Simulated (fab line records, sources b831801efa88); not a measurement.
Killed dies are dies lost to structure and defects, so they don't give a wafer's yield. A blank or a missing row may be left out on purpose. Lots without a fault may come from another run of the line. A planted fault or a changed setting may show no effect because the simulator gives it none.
One fault seen from 2 desks | flow gf180mcu | each desk has only its own numbers; what lay behind them comes last

THE METROLOGY DESK
What the gauges read, lot by lot, whatever tool the lot ran on: means of the sampled wafers that have a number. A lot is out of limits, marked OUT, if its mean lies more than 4 standard deviations from the usual mean; the brackets give that distance.
Columns: A = cd_nm at GF_M3_CD_MEAS_14, usual 280.1 nm
lot  | first seen here | A
L593 | day 21 02:21    | 278.1
L594 | day 21 16:26    | 279.2
L595 | day 21 22:21    | 278.9
L596 | day 22 07:40    | 280.7
L597 | day 22 20:21    | 279.6
L598 | day 23 09:32    | 279.3
L600 | day 24 01:45    | 282.6
L605 | day 25 13:54    | 280.1
L606 | day 25 22:50    | 279.6
L607 | day 26 04:41    | 281.6
L609 | day 26 18:53    | 279.2
L611 | day 27 12:13    | 279.5
L613 | day 27 20:36    | 282.6
L615 | day 28 11:58    | 280.6
This desk's finding: nothing out of limits on any of the 14 lots.

THE TOOL OWNER'S DESK: plasma_asher-03
The tool's own readings at GF_V3_STRIP_18 (strips in O2/N2): means of the sampled wafers that have a number, for each lot that ran on this tool. A lot is out of limits, marked OUT, if its mean lies more than 4 standard deviations from the usual mean; the brackets give that distance.
Columns: A = chamber_pressure_mTorr at GF_V3_STRIP_18, usual 1500.0 mTorr; B = drypump_motor_current_A at GF_V3_STRIP_18, usual 5.5 A; C = heater_power_w at GF_V3_STRIP_18, usual 349 W; D = oes_product_au at GF_V3_STRIP_18, usual 0.592 a.u.
lot  | first seen here | A      | B   | C   | D
L593 | day 22 03:22    | 1499.3 | 5.4 | 334 | 0.597
L594 | day 22 18:01    | 1500.2 | 5.1 | 388 | 0.590
L598 | day 24 09:31    | 1499.5 | 5.1 | 389 | 0.590
L605 | day 26 11:56    | 1499.1 | 5.4 | 339 | 0.595
L611 | day 28 09:41    | 1499.7 | 5.4 | 339 | 0.592
L613 | day 28 17:47    | 1500.0 | 5.1 | 396 | 0.593
This desk's finding: nothing out of limits on any of the 6 lots.

PUT TOGETHER
The metrology desk saw nothing out of limits.
The tool owner's desk saw nothing out of limits.

WHAT THE SIMULATOR HAD PUT IN
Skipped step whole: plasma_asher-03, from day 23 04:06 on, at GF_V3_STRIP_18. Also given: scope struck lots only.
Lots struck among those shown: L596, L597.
